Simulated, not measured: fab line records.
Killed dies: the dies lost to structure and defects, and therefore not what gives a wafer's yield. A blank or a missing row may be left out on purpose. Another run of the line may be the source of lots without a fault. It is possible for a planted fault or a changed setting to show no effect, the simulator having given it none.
fab line records -- flow sfq_line -- part 1 of 2: steps 1 to 26 of 36
[record] lots = 5, wafers = 15, last_day = 81
route steps=325 shown L0V@27 M0@28 I0@43 M1@58
lots that met no fault: taken from a fault-free run of the same line
start_h: start of the lot's first displayed wafer, in hours after the record's first day -- wait_h: hours elapsed since this lot's preceding step -- " same as the row above -- L1.1+2: one row covering several wafers at once -- - no value, or no start was given -- * or withheld: withheld -- < > ~ a bound
route shown NAME@n: names a module that has steps shown in the file, with the first one's number in the route -- usual: mean and standard deviation over wafers with no fault -- same: alike in all rows -- chamber/n: place in a boat -- sites: readings site by site -- _std_site: how widely they spread, as a standard deviation -- _edge_site: mean of outer sites minus mean of inner sites -- radius_mm: for every site, how far away it sits from the centre of the wafer -- mask NAME#n: copy n -- behind: the last tool/chamber to shape the wafer -- hold: the reason the lot was held/the length of the hold in hours/how it ended -- device: which transistor (n, p or np) failed to switch -- end of line: tests of these same wafers at the route's end -- a step given without rows: its recipe and nothing more -- killed: not the wafer's yield, but the dies lost to structure and defects at the first sort -- map: dies across one wafer; x = killed, . = not, _ = none there
set.NAME: the setting that was run; set.NAME@STEP: the one run at that earlier step -- model.NAME: the simulator's own value behind a step, which no gauge read
lots seen at some steps along the route; tables by step, rows by wafer
services: the hour from which a tool's chamber was out of use, counted from the record's first day as start_h (under 0 if before that day), plus the number of hours and why
[[steps]]
[step SFQ_TRILAYER_L0_VIA_STRIP_SOLV_CLEAN_018]
[recipe] chemistry = NMP, temp_c = 70, time_s = 600
lot.wafer,tool,chamber,start_h,wait_h
L076.1+2+5,wet_bench-01,"2,5,6",186.99,1.0
L083.2+4+6,wet_bench-03,"2,4,5",236.92,0.4
L092.3+5+6,wet_bench-03,"5,1,7",301.85,0.2
L094.1+4+6,wet_bench-04,"7,2,6",318.46,0.4
L096.1+2+4,wet_bench-03,"1,7,0",329.26,0.4
[step SFQ_TRILAYER_M0_DEP_PRE_CLEAN_020]
[recipe] gas = Ar, time_s = 15, bias_v = 250
lot.wafer,tool,chamber,start_h,wait_h
L076.1+2+5,pvd_sputter-06,-,187.17,0.0
L083.2+4+6,pvd_sputter-06,-,237.10,0.0
L092.3+5+6,pvd_sputter-06,-,302.02,0.0
L094.1+4+6,pvd_sputter-06,-,318.63,0.0
L096.1+2+4,pvd_sputter-05,-,329.43,0.0
[step SFQ_TRILAYER_M0_DEP_SPUTTER_019]
[recipe] material = Nb, base_pressure_pa = 1.33e-06, chamber_pressure_pa = 0.1333, substrate_temp_c = 20, resputter_cathode_voltage_v = 400, target_thk_nm = 200, power_w = 2000, time_s = 133.3
[usual] throttle_valve_pct = 30.1/0.65
lot.wafer,tool,chamber,start_h,wait_h,throttle_valve_pct
L076.1,pvd_sputter-06,-,187.19,0.0,30.4
L076.2,pvd_sputter-06,-,187.19,0.0,29.6
L076.5,pvd_sputter-06,-,187.19,0.0,30.5
L083.2,pvd_sputter-06,-,237.12,0.0,30.4
L083.4,pvd_sputter-06,-,237.12,0.0,30.4
L083.6,pvd_sputter-06,-,237.12,0.0,30.5
L092.3,pvd_sputter-06,-,302.05,0.0,30.3
L092.5,pvd_sputter-06,-,302.05,0.0,30.2
L092.6,pvd_sputter-06,-,302.05,0.0,28.9
L094.1,pvd_sputter-06,-,318.66,0.0,29.5
L094.4,pvd_sputter-06,-,318.66,0.0,30.5
L094.6,pvd_sputter-06,-,318.66,0.0,30.4
L096.1,pvd_sputter-05,-,329.46,0.0,30.0
L096.2,pvd_sputter-05,-,329.46,0.0,30.5
L096.4,pvd_sputter-05,-,329.46,0.0,31.2
[step SFQ_M0_RS_MEAS_904]
[recipe] thk_meas_gauge = four-point-probe, reads = Nb_of_TRILAYER_M0_DEP_SPUTTER_019
[usual] M0_NB_RS = 0.889/0.0087
lot.wafer,tool,chamber,start_h,wait_h,M0_NB_RS[ohm/sq]
L076.1,film_metro-01,-,187.29,0.0,0.888
L076.2,film_metro-01,-,187.29,0.0,0.896
L076.5,film_metro-01,-,187.29,0.0,0.893
L083.2,film_metro-02,-,237.23,0.1,0.883
L083.4,film_metro-02,-,237.23,0.1,0.878
L083.6,film_metro-02,-,237.23,0.1,0.879
L092.3,film_metro-02,-,302.18,0.1,0.886
L092.5,film_metro-02,-,302.18,0.1,0.880
L092.6,film_metro-02,-,302.18,0.1,0.892
L094.1,film_metro-02,-,318.75,0.0,0.906
L094.4,film_metro-02,-,318.75,0.0,0.891
L094.6,film_metro-02,-,318.75,0.0,0.887
L096.1,film_metro-04,-,329.55,0.0,0.892
L096.2,film_metro-04,-,329.55,0.0,0.889
L096.4,film_metro-04,-,329.55,0.0,0.897
[step SFQ_TRILAYER_M0_LITHO_COAT_026]
[recipe] resist = BARC, spin_rpm = 3000, resist_thk_nm = 62
[usual] resist_line_temp_C = 22.98/0.11
lot.wafer,tool,chamber,start_h,wait_h,resist_line_temp_C
L076.1,litho_track-02,0,187.47,0.1,23.03
L076.2,litho_track-02,0,187.47,0.1,22.86
L076.5,litho_track-02,0,187.47,0.1,23.01
L083.2,litho_track-01,0,237.44,0.1,22.88
L083.4,litho_track-01,0,237.44,0.1,23.02
L083.6,litho_track-01,0,237.44,0.1,22.89
L092.3,litho_track-03,0,302.42,0.1,23.08
L092.5,litho_track-03,0,302.42,0.1,23.04
L092.6,litho_track-03,0,302.42,0.1,23.15
L094.1,litho_track-02,0,318.93,0.1,22.99
L094.4,litho_track-02,0,318.93,0.1,23.14
L094.6,litho_track-02,0,318.93,0.1,23.06
L096.1,litho_track-02,0,329.73,0.1,23.00
L096.2,litho_track-02,0,329.73,0.1,22.91
L096.4,litho_track-02,0,329.73,0.1,22.89
[step SFQ_TRILAYER_M0_LITHO_COAT_021]
[recipe] resist = KrF, spin_rpm = 3000, resist_thk_nm = 600
[usual] resist_line_temp_C = 22.99/0.096
lot.wafer,tool,chamber,start_h,wait_h,resist_line_temp_C
L076.1,litho_track-02,0,187.77,0.2,23.03
L076.2,litho_track-02,0,187.77,0.2,22.95
L076.5,litho_track-02,0,187.77,0.2,22.97
L083.2,litho_track-01,0,237.74,0.2,23.00
L083.4,litho_track-01,0,237.74,0.2,23.10
L083.6,litho_track-01,0,237.74,0.2,23.12
L092.3,litho_track-03,0,302.72,0.2,22.89
L092.5,litho_track-03,0,302.72,0.2,22.97
L092.6,litho_track-03,0,302.72,0.2,23.16
L094.1,litho_track-02,0,319.23,0.2,22.93
L094.4,litho_track-02,0,319.23,0.2,22.96
L094.6,litho_track-02,0,319.23,0.2,22.92
L096.1,litho_track-02,0,330.03,0.2,22.97
L096.2,litho_track-02,0,330.03,0.2,23.02
L096.4,litho_track-02,0,330.03,0.2,22.95
[step SFQ_TRILAYER_M0_LITHO_SOFTBAKE_025]
[recipe] temp_c = withheld, time_s = withheld, resist = KrF
[usual] resist_line_temp_C = *
lot.wafer,tool,chamber,start_h,wait_h,resist_line_temp_C
L076.1,litho_track-02,0,188.07,0.2,*
L076.2,litho_track-02,0,188.07,0.2,*
L076.5,litho_track-02,0,188.07,0.2,*
L083.2,litho_track-01,0,238.02,0.2,*
L083.4,litho_track-01,0,238.02,0.2,*
L083.6,litho_track-01,0,238.02,0.2,*
L092.3,litho_track-03,0,302.97,0.2,*
L092.5,litho_track-03,0,302.97,0.2,*
L092.6,litho_track-03,0,302.97,0.2,*
L094.1,litho_track-02,0,319.53,0.2,*
L094.4,litho_track-02,0,319.53,0.2,*
L094.6,litho_track-02,0,319.53,0.2,*
L096.1,litho_track-02,0,330.33,0.2,*
L096.2,litho_track-02,0,330.33,0.2,*
L096.4,litho_track-02,0,330.33,0.2,*
[step SFQ_TRILAYER_M0_LITHO_EXPOSE_022]
[recipe] mask_id = M0, na = 0.6, source_shape = conventional, sigma_outer = 0.65, target_cd_nm = 500, dose_mj = 14.4
lot.wafer,tool,chamber,start_h,wait_h,mask
L076.1+2+5,krf_scanner-02,0,287.62,-,M0#0
L083.2+4+6,krf_scanner-02,0,340.81,-,M0#0
L092.3+5+6,krf_scanner-02,0,423.36,-,M0#0
L094.1+4+6,krf_scanner-02,0,443.36,-,M0#0
L096.1+2+4,krf_scanner-01,0,457.50,-,M0#0
[step SFQ_TRILAYER_M0_LITHO_PEB_024]
[recipe] peb_temp_c = 115, peb_time_s = 60, resist = KrF
[usual] resist_line_temp_C = 23.00/0.098
lot.wafer,tool,chamber,start_h,wait_h,resist_line_temp_C
L076.1,litho_track-02,0,288.82,1.0,23.13
L076.2,litho_track-02,0,288.82,1.0,23.08
L076.5,litho_track-02,0,288.82,1.0,23.12
L083.2,litho_track-02,0,341.84,0.8,22.96
L083.4,litho_track-02,0,341.84,0.8,23.11
L083.6,litho_track-02,0,341.84,0.8,23.12
L092.3,litho_track-01,0,424.21,0.7,23.05
L092.5,litho_track-01,0,424.21,0.7,23.20
L092.6,litho_track-01,0,424.21,0.7,22.93
L094.1,litho_track-01,0,444.56,1.0,23.04
L094.4,litho_track-01,0,444.56,1.0,23.00
L094.6,litho_track-01,0,444.56,1.0,22.84
L096.1,litho_track-03,0,458.70,1.0,22.92
L096.2,litho_track-03,0,458.70,1.0,22.82
L096.4,litho_track-03,0,458.70,1.0,22.88
[step SFQ_TRILAYER_M0_LITHO_DEVELOP_023]
[recipe] time_s = 60, resist = KrF
[usual] resist_line_temp_C = 23.01/0.12
lot.wafer,tool,chamber,start_h,wait_h,resist_line_temp_C
L076.1,litho_track-02,0,288.97,0.1,22.80
L076.2,litho_track-02,0,288.97,0.1,22.89
L076.5,litho_track-02,0,288.97,0.1,22.76
L083.2,litho_track-02,0,341.99,0.1,23.10
L083.4,litho_track-02,0,341.99,0.1,22.89
L083.6,litho_track-02,0,341.99,0.1,22.94
L092.3,litho_track-01,0,424.36,0.1,22.82
L092.5,litho_track-01,0,424.36,0.1,22.89
L092.6,litho_track-01,0,424.36,0.1,22.92
L094.1,litho_track-01,0,444.71,0.1,22.88
L094.4,litho_track-01,0,444.71,0.1,22.85
L094.6,litho_track-01,0,444.71,0.1,22.90
L096.1,litho_track-03,0,458.85,0.1,23.17
L096.2,litho_track-03,0,458.85,0.1,23.02
L096.4,litho_track-03,0,458.85,0.1,22.86
[step SFQ_M0_OVL_MEAS_906]
[usual] M0_OVL = -2/6.7
lot.wafer,tool,chamber,start_h,wait_h,M0_OVL[nm]
L076.1,overlay-01,-,289.12,0.1,2
L076.2,overlay-01,-,289.12,0.1,6
L076.5,overlay-01,-,289.12,0.1,-3
L083.2,overlay-01,-,342.12,0.1,10
L083.4,overlay-01,-,342.12,0.1,9
L083.6,overlay-01,-,342.12,0.1,10
L092.3,overlay-02,-,424.47,0.1,-10
L092.5,overlay-02,-,424.47,0.1,-14
L092.6,overlay-02,-,424.47,0.1,-2
L094.1,overlay-02,-,444.86,0.1,-4
L094.4,overlay-02,-,444.86,0.1,5
L094.6,overlay-02,-,444.86,0.1,3
L096.1,overlay-01,-,459.00,0.1,5
L096.2,overlay-01,-,459.00,0.1,3
L096.4,overlay-01,-,459.00,0.1,6
[step SFQ_TRILAYER_M0_BARC_OPEN_METAL_ETCH_031]
[recipe] mask_material = PR, chemistry = O2, target_depth_nm = 125, target = BARC, icp_w = 600, bias_w = 80, pressure_mtorr = 10, time_s = 41.7
[usual] drypump_motor_current_A = 6.0/0.4, oes_product_au = 0.685/0.0046
lot.wafer,tool,chamber,start_h,wait_h,drypump_motor_current_A,oes_product_au,rf_hours_counter_h
L076.1,rie_metal-04,0,289.16,0.0,5.3,0.684,127
L076.2,rie_metal-04,1,289.16,0.0,5.8,0.690,21
L076.5,rie_metal-04,1,289.16,0.0,5.8,0.682,-
L083.2,rie_metal-03,0,342.15,0.0,5.8,0.687,23
L083.4,rie_metal-03,0,342.15,0.0,5.7,0.683,-
L083.6,rie_metal-03,1,342.15,0.0,6.3,0.681,-
L092.3,rie_metal-02,1,424.51,0.0,6.2,0.681,-
L092.5,rie_metal-02,1,424.51,0.0,6.2,0.688,-
L092.6,rie_metal-02,0,424.51,0.0,6.3,0.685,-
L094.1,rie_metal-02,0,444.89,0.0,6.4,0.679,106
L094.4,rie_metal-02,1,444.89,0.0,6.2,0.678,-
L094.6,rie_metal-02,1,444.89,0.0,6.2,0.681,-
L096.1,rie_metal-03,0,459.03,0.0,5.7,0.690,34
L096.2,rie_metal-03,1,459.03,0.0,6.3,0.685,23
L096.4,rie_metal-03,1,459.03,0.0,6.3,0.683,-
[step SFQ_TRILAYER_M0_ETCH_METAL_ETCH_024]
[recipe] target = Nb, stop_on = SiO2, mask_material = PR, chemistry = Cl2/Ar, target_depth_nm = 240, icp_w = 600, bias_w = 80, pressure_mtorr = 10, time_s = 120
[usual] drypump_motor_current_A = 6.0/0.4, oes_product_au = 0.894/0.0069
lot.wafer,tool,chamber,start_h,wait_h,drypump_motor_current_A,oes_product_au,rf_hours_counter_h
L076.1,rie_metal-04,0,289.22,0.0,5.3,0.895,127
L076.2,rie_metal-04,1,289.22,0.0,5.8,0.894,21
L076.5,rie_metal-04,1,289.22,0.0,5.8,0.898,-
L083.2,rie_metal-03,0,342.21,0.0,5.7,0.905,23
L083.4,rie_metal-03,0,342.21,0.0,5.7,0.902,-
L083.6,rie_metal-03,1,342.21,0.0,6.3,0.899,-
L092.3,rie_metal-02,1,424.60,0.1,6.2,0.891,-
L092.5,rie_metal-02,1,424.60,0.1,6.2,0.899,-
L092.6,rie_metal-02,0,424.60,0.1,6.3,0.901,-
L094.1,rie_metal-02,0,444.95,0.0,6.3,0.890,107
L094.4,rie_metal-02,1,444.95,0.0,6.2,0.894,-
L094.6,rie_metal-02,1,444.95,0.0,6.2,0.904,-
L096.1,rie_metal-03,0,459.09,0.0,5.7,0.902,34
L096.2,rie_metal-03,1,459.09,0.0,6.3,0.898,23
L096.4,rie_metal-03,1,459.09,0.0,6.3,0.893,-
[step SFQ_TRILAYER_M0_STRIP_STRIP_025]
[recipe] gas = O2, power_w = 200, platen_temp_c = 40, overash_fraction = 0.65, chemistry = O2, pressure_mtorr = 50
[usual] drypump_motor_current_A = 6.0/0.4, oes_product_au = 1.002/0.0078
lot.wafer,tool,chamber,start_h,wait_h,drypump_motor_current_A,oes_product_au,rf_hours_counter_h
L076.1,rie_metal-04,0,289.34,0.1,5.3,0.997,127
L076.2,rie_metal-04,1,289.34,0.1,5.8,1.010,21
L076.5,rie_metal-04,1,289.34,0.1,5.8,1.019,-
L083.2,rie_metal-03,0,342.34,0.1,5.7,1.005,23
L083.4,rie_metal-03,0,342.34,0.1,5.8,0.996,-
L083.6,rie_metal-03,1,342.34,0.1,6.3,0.994,-
L092.3,rie_metal-02,1,424.88,0.2,6.2,1.001,-
L092.5,rie_metal-02,1,424.88,0.2,6.2,0.995,-
L092.6,rie_metal-02,0,424.88,0.2,6.3,0.995,-
L094.1,rie_metal-02,0,445.08,0.1,6.4,0.998,107
L094.4,rie_metal-02,1,445.08,0.1,6.2,0.997,-
L094.6,rie_metal-02,1,445.08,0.1,6.2,1.009,-
L096.1,rie_metal-03,0,459.22,0.1,5.7,1.009,35
L096.2,rie_metal-03,1,459.22,0.1,6.3,0.984,23
L096.4,rie_metal-03,1,459.22,0.1,6.3,0.985,-
[step SFQ_TRILAYER_M0_STRIP_SOLV_CLEAN_026]
[recipe] chemistry = NMP, temp_c = 70, time_s = 600
lot.wafer,tool,chamber,start_h,wait_h
L076.1+2+5,wet_bench-03,"3,2,6",289.94,0.4
L083.2+4+6,wet_bench-04,"3,0,7",342.94,0.4
L092.3+5+6,wet_bench-02,"0,6,5",425.28,0.2
L094.1+4+6,wet_bench-04,"4,1,5",445.68,0.4
L096.1+2+4,wet_bench-02,"3,1,7",459.82,0.4
[step SFQ_TRILAYER_I0_DEP_PECVD_027]
[recipe] material = SiO2, temp_c = 150, time_s = 111.11, pressure_torr = 2.4, rf_w = 183.3, precursor = SiH4/N2O, target_thk_nm = 500
[usual] heater_power_outer_w = 29/8.6, heater_power_w = 79/16, throttle_valve_pct = 24.1/0.8
lot.wafer,tool,chamber,start_h,wait_h,heater_power_outer_w,heater_power_w,throttle_valve_pct
L076.1,pecvd-02,1,290.14,0.0,34,93,23.6
L076.2,pecvd-02,0,290.14,0.0,33,76,23.3
L076.5,pecvd-02,0,290.14,0.0,23,61,23.6
L083.2,pecvd-04,0,343.11,0.0,30,87,24.0
L083.4,pecvd-04,0,343.11,0.0,32,92,23.9
L083.6,pecvd-04,2,343.11,0.0,26,82,24.1
L092.3,pecvd-04,1,425.45,0.0,39,100,24.1
L092.5,pecvd-04,0,425.45,0.0,35,94,24.2
L092.6,pecvd-04,2,425.45,0.0,23,77,24.1
L094.1,pecvd-04,2,445.85,0.0,20,70,24.5
L094.4,pecvd-04,1,445.85,0.0,27,82,23.8
L094.6,pecvd-04,0,445.85,0.0,25,81,24.3
L096.1,pecvd-04,1,459.99,0.0,36,96,23.8
L096.2,pecvd-04,2,459.99,0.0,26,81,24.5
L096.4,pecvd-04,2,459.99,0.0,27,82,24.3
[step SFQ_TRILAYER_I0_CMP_CMP_028]
[recipe] material = SiO2, down_force_psi = 3, platen_rpm = 60, pad_velocity_m_s = 0.94248
[usual] motor_current_A = 10.1/1.2, platen_rpm = 60.00/0.041, time_to_endpoint_s = 217/7.9
lot.wafer,tool,chamber,start_h,wait_h,motor_current_A,platen_rpm,time_to_endpoint_s
L076.1,cmp-02,0,302.08,11.9,11.1,59.98,216
L076.2,cmp-02,2,303.08,12.9,9.6,60.04,228
L076.5,cmp-02,0,304.08,13.9,11.3,60.00,213
L083.2,cmp-01,0,348.21,5.1,10.0,60.02,219
L083.4,cmp-01,3,349.71,6.5,10.3,59.96,223
L083.6,cmp-01,1,350.71,7.5,9.3,60.08,213
L092.3,cmp-02,3,430.67,5.2,7.8,59.99,208
L092.6,cmp-02,0,430.67,5.2,10.8,60.02,210
L092.5,cmp-02,1,430.67,5.2,10.6,60.04,218
L094.1,cmp-01,2,445.93,0.0,10.8,60.02,215
L094.4,cmp-01,0,447.01,1.1,10.2,60.05,230
L094.6,cmp-01,2,448.09,2.2,11.3,60.09,221
L096.2,cmp-02,2,460.07,0.0,10.2,59.96,215
L096.4,cmp-02,3,460.07,0.0,7.5,60.04,215
L096.1,cmp-02,1,461.57,1.5,11.1,60.02,217
[step SFQ_I0_BOW_MEAS_907]
[recipe] mode = bow
[usual] I0_BOW = 1/7.1
lot.wafer,tool,chamber,start_h,wait_h,I0_BOW[um]
L076.1,film_metro-04,-,304.58,2.0,3
L076.2,film_metro-04,-,304.58,2.0,-1
L076.5,film_metro-04,-,304.58,2.0,-4
L083.2,film_metro-04,-,351.23,2.5,15
L083.4,film_metro-04,-,351.23,2.5,6
L083.6,film_metro-04,-,351.23,2.5,6
L092.3,film_metro-04,-,432.21,1.0,-3
L092.5,film_metro-04,-,432.21,1.0,7
L092.6,film_metro-04,-,432.21,1.0,-5
L094.1,film_metro-03,-,449.16,2.7,2
L094.4,film_metro-03,-,449.16,2.7,2
L094.6,film_metro-03,-,449.16,2.7,8
L096.1,film_metro-03,-,463.07,1.0,13
L096.2,film_metro-03,-,463.07,1.0,6
L096.4,film_metro-03,-,463.07,1.0,2
[step SFQ_TRILAYER_I0_METRO_MEASURE_029]
[usual] thk_nm = 200.0/1.1
lot.wafer,tool,chamber,start_h,wait_h,thk_nm
L076.1,film_metro-04,-,304.70,0.1,198.9
L076.2,film_metro-04,-,304.70,0.1,200.1
L076.5,film_metro-04,-,304.70,0.1,198.6
L083.2,film_metro-04,-,351.53,0.3,200.0
L083.4,film_metro-04,-,351.53,0.3,199.3
L083.6,film_metro-04,-,351.53,0.3,198.2
L092.3,film_metro-04,-,432.69,0.5,200.5
L092.5,film_metro-04,-,432.69,0.5,200.4
L092.6,film_metro-04,-,432.69,0.5,198.6
L094.1,film_metro-03,-,449.28,0.1,200.2
L094.4,film_metro-03,-,449.28,0.1,203.4
L094.6,film_metro-03,-,449.28,0.1,200.5
L096.1,film_metro-03,-,463.19,0.1,201.1
L096.2,film_metro-03,-,463.19,0.1,202.5
L096.4,film_metro-03,-,463.19,0.1,200.9
[step SFQ_TRILAYER_I0_VIA_LITHO_COAT_036]
[recipe] resist = BARC, spin_rpm = 3000, resist_thk_nm = 62
[usual] resist_line_temp_C = 23.03/0.11
lot.wafer,tool,chamber,start_h,wait_h,resist_line_temp_C
L076.1,litho_track-02,0,305.90,1.0,22.94
L076.2,litho_track-02,0,305.90,1.0,22.88
L076.5,litho_track-02,0,305.90,1.0,23.07
L083.2,litho_track-02,0,352.58,0.8,23.06
L083.4,litho_track-02,0,352.58,0.8,23.10
L083.6,litho_track-02,0,352.58,0.8,23.11
L092.3,litho_track-03,0,433.59,0.7,23.16
L092.5,litho_track-03,0,433.59,0.7,23.05
L092.6,litho_track-03,0,433.59,0.7,22.97
L094.1,litho_track-04,0,450.48,1.0,23.20
L094.4,litho_track-04,0,450.48,1.0,22.95
L094.6,litho_track-04,0,450.48,1.0,23.07
L096.1,litho_track-04,0,464.39,1.0,23.00
L096.2,litho_track-04,0,464.39,1.0,23.11
L096.4,litho_track-04,0,464.39,1.0,23.10
[step SFQ_TRILAYER_I0_VIA_LITHO_COAT_031]
[recipe] resist = KrF, spin_rpm = 3000, resist_thk_nm = 650
[usual] resist_line_temp_C = 22.98/0.11
lot.wafer,tool,chamber,start_h,wait_h,resist_line_temp_C
L076.1,litho_track-02,0,306.20,0.2,23.01
L076.2,litho_track-02,0,306.20,0.2,22.88
L076.5,litho_track-02,0,306.20,0.2,23.09
L083.2,litho_track-02,0,352.88,0.2,23.02
L083.4,litho_track-02,0,352.88,0.2,22.89
L083.6,litho_track-02,0,352.88,0.2,22.83
L092.3,litho_track-03,0,433.89,0.2,23.15
L092.5,litho_track-03,0,433.89,0.2,22.92
L092.6,litho_track-03,0,433.89,0.2,23.04
L094.1,litho_track-04,0,450.78,0.2,23.02
L094.4,litho_track-04,0,450.78,0.2,22.98
L094.6,litho_track-04,0,450.78,0.2,22.84
L096.1,litho_track-04,0,464.69,0.2,23.05
L096.2,litho_track-04,0,464.69,0.2,23.08
L096.4,litho_track-04,0,464.69,0.2,23.24
[step SFQ_TRILAYER_I0_VIA_LITHO_SOFTBAKE_035]
[recipe] temp_c = withheld, time_s = withheld, resist = KrF
[usual] resist_line_temp_C = *
lot.wafer,tool,chamber,start_h,wait_h,resist_line_temp_C
L076.1,litho_track-02,0,306.50,0.2,*
L076.2,litho_track-02,0,306.50,0.2,*
L076.5,litho_track-02,0,306.50,0.2,*
L083.2,litho_track-02,0,353.15,0.2,*
L083.4,litho_track-02,0,353.15,0.2,*
L083.6,litho_track-02,0,353.15,0.2,*
L092.3,litho_track-03,0,434.14,0.2,*
L092.5,litho_track-03,0,434.14,0.2,*
L092.6,litho_track-03,0,434.14,0.2,*
L094.1,litho_track-04,0,451.08,0.2,*
L094.4,litho_track-04,0,451.08,0.2,*
L094.6,litho_track-04,0,451.08,0.2,*
L096.1,litho_track-04,0,464.99,0.2,*
L096.2,litho_track-04,0,464.99,0.2,*
L096.4,litho_track-04,0,464.99,0.2,*
[step SFQ_TRILAYER_I0_VIA_LITHO_EXPOSE_032]
[recipe] mask_id = I0, na = 0.6, source_shape = conventional, sigma_outer = 0.65, target_cd_nm = 500, dose_mj = 21.3
lot.wafer,tool,chamber,start_h,wait_h,mask
L076.1+2+5,krf_scanner-02,0,427.76,-,I0#0
L083.2+4+6,krf_scanner-01,0,489.65,-,I0#0
L092.3+5+6,krf_scanner-01,0,563.05,-,I0#0
L094.1+4+6,krf_scanner-02,0,579.14,-,I0#0
L096.1+2+4,krf_scanner-02,0,601.94,-,I0#0
[step SFQ_TRILAYER_I0_VIA_LITHO_PEB_034]
[recipe] peb_temp_c = 115, peb_time_s = 60, resist = KrF
[usual] resist_line_temp_C = 22.99/0.12
lot.wafer,tool,chamber,start_h,wait_h,resist_line_temp_C
L076.1,litho_track-04,0,428.96,1.0,22.67
L076.2,litho_track-04,0,428.96,1.0,22.65
L076.5,litho_track-04,0,428.96,1.0,23.05
L083.2,litho_track-02,0,490.67,0.8,22.79
L083.4,litho_track-02,0,490.67,0.8,23.06
L083.6,litho_track-02,0,490.67,0.8,23.15
L092.3,litho_track-02,0,563.90,0.7,22.98
L092.5,litho_track-02,0,563.90,0.7,23.15
L092.6,litho_track-02,0,563.90,0.7,23.15
L094.1,litho_track-03,0,580.34,1.0,22.77
L094.4,litho_track-03,0,580.34,1.0,22.77
L094.6,litho_track-03,0,580.34,1.0,22.71
L096.1,litho_track-04,0,603.14,1.0,23.14
L096.2,litho_track-04,0,603.14,1.0,23.01
L096.4,litho_track-04,0,603.14,1.0,22.95
[step SFQ_TRILAYER_I0_VIA_LITHO_DEVELOP_033]
[recipe] time_s = 60, resist = KrF
[usual] resist_line_temp_C = 23.00/0.11
lot.wafer,tool,chamber,start_h,wait_h,resist_line_temp_C
L076.1,litho_track-04,0,429.11,0.1,22.97
L076.2,litho_track-04,0,429.11,0.1,22.90
L076.5,litho_track-04,0,429.11,0.1,22.79
L083.2,litho_track-02,0,490.82,0.1,23.04
L083.4,litho_track-02,0,490.82,0.1,22.99
L083.6,litho_track-02,0,490.82,0.1,23.16
L092.3,litho_track-02,0,564.05,0.1,22.99
L092.5,litho_track-02,0,564.05,0.1,22.87
L092.6,litho_track-02,0,564.05,0.1,22.89
L094.1,litho_track-03,0,580.49,0.1,22.90
L094.4,litho_track-03,0,580.49,0.1,23.02
L094.6,litho_track-03,0,580.49,0.1,22.99
L096.1,litho_track-04,0,603.29,0.1,22.96
L096.2,litho_track-04,0,603.29,0.1,22.92
L096.4,litho_track-04,0,603.29,0.1,23.12
[step SFQ_I0_OVL_MEAS_908]
[usual] I0_OVL = -1/5.2
lot.wafer,tool,chamber,start_h,wait_h,I0_OVL[nm]
L076.1,overlay-01,-,429.26,0.1,2
L076.2,overlay-01,-,429.26,0.1,2
L076.5,overlay-01,-,429.26,0.1,6
L083.2,overlay-01,-,490.95,0.1,3
L083.4,overlay-01,-,490.95,0.1,9
L083.6,overlay-01,-,490.95,0.1,4
L092.3,overlay-02,-,564.16,0.1,6
L092.5,overlay-02,-,564.16,0.1,2
L092.6,overlay-02,-,564.16,0.1,2
L094.1,overlay-02,-,580.64,0.1,-2
L094.4,overlay-02,-,580.64,0.1,-1
L094.6,overlay-02,-,580.64,0.1,-4
L096.1,overlay-02,-,603.44,0.1,3
L096.2,overlay-02,-,603.44,0.1,-1
L096.4,overlay-02,-,603.44,0.1,-2
